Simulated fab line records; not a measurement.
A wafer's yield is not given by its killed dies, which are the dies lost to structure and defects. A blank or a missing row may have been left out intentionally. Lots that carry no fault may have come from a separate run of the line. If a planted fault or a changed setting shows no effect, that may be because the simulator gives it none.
Problem report, 8D (eight disciplines) form, completed by code -- flow sky130 -- the parts of the form that need people (team, actions taken, sign-off) are left out

1. WHAT IS WRONG
killedAtFrontEnd at SKY_PAD_OPEN_PROBE_99 reads a mean of 429 on 6 wafers of 2 lots; wafers without a fault read 16 with a standard deviation of 4.3. That puts it +96 standard deviations away from the usual mean.
The first sign was on wafer L855.2 at day 48 10:13, on prober-02. Wafers with a number at this step in the record: 27, from 9 lots. By rule, "out" or "out of limits" means more than 4 standard deviations away from the usual mean. All remaining wafers that have a number are taken as sound.

2. WHAT IT IS; WHAT IT IS NOT
question,is,is not
which readings at this step,"killedAtFrontEnd, killedDies, killedOnRim","killed_at_M4_up, killedAtContacts, killedAtOther, killedOpen"
which lots,"L855, L856","L848, L858, L859, L860, L861, L862, L864"
which wafers of those lots,all that have a number,-
read on which tools,"prober-01, prober-02",-
when,from day 48 10:13,"up to then (3 sound wafers); but 18 sound wafers of L858, L859, L860, L861, L862, L864 came after"

3. SUSPECTS, AND WHAT RULES EACH OUT
Counting: a tool at any process step up to the reading remains a suspect when it ran all the lots that are out and ran no sound lot after the first of those.
- rieDiel-04 at SKY_POLY_CUT_ETCH_11 (etches Si3N4 in CF4/CH2F2/Ar, stops on poly-Si, time 42.5 s, target depth 60 nm): ruled out as a lasting fault. Sound lots L860, L861, L862 ran on it after its first lot that is out, L855 (day 28 05:02).
Left after counting: nothing in the record.

4. THE CAUSE (what the simulator had put in)
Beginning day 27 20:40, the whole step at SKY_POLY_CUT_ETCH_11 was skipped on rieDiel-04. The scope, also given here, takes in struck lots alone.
It was ruled out by counting, in error; the rule expects a fault to strike all lots run on its tool from its start on, and this fault did not.

5. SEQUENCE OF EFFECTS, ordered by route
Rows list readings where the struck wafers' mean (over those with a number) sits beyond 3 standard deviations from the usual. Only readings for which the record gives a usual standard deviation are gone through. hours: the time from each lot's start at the first step in this table that gives one to its start at this step, as a median over the lots. sigmas: the change in usual standard deviations.
hours,step,reading,usual,on struck wafers,change,sigmas
0,SKY_PAD_OPEN_PROBE_99,killedAtFrontEnd,16,429,+413,+96
0,SKY_PAD_OPEN_PROBE_99,killedDies,86,492,+406,+43
0,SKY_PAD_OPEN_PROBE_99,killedOnRim,16,96,+80,+22
Here are the process steps it includes:
- SKY_PAD_OPEN_PROBE_99
Readings that are blank on the struck wafers while sound wafers have them: biasW at SKY_POLY_CUT_ETCH_11; cf4FlowSccm at SKY_POLY_CUT_ETCH_11; drypumpMotorCurrentA at SKY_POLY_CUT_ETCH_11; oesProductAu at SKY_POLY_CUT_ETCH_11; throttleValvePct at SKY_POLY_CUT_ETCH_11.

6. WHAT WOULD HAVE CAUGHT IT SOONER
The fault began at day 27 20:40; the first out-of-limits reading in this record came at day 48 10:13, 494 hours later.
At SKY_POLY_CUT_ETCH_11 the tool's readings are blank on the struck wafers, where sound wafers have them: an empty tool record is the first sign, and it was there at once.
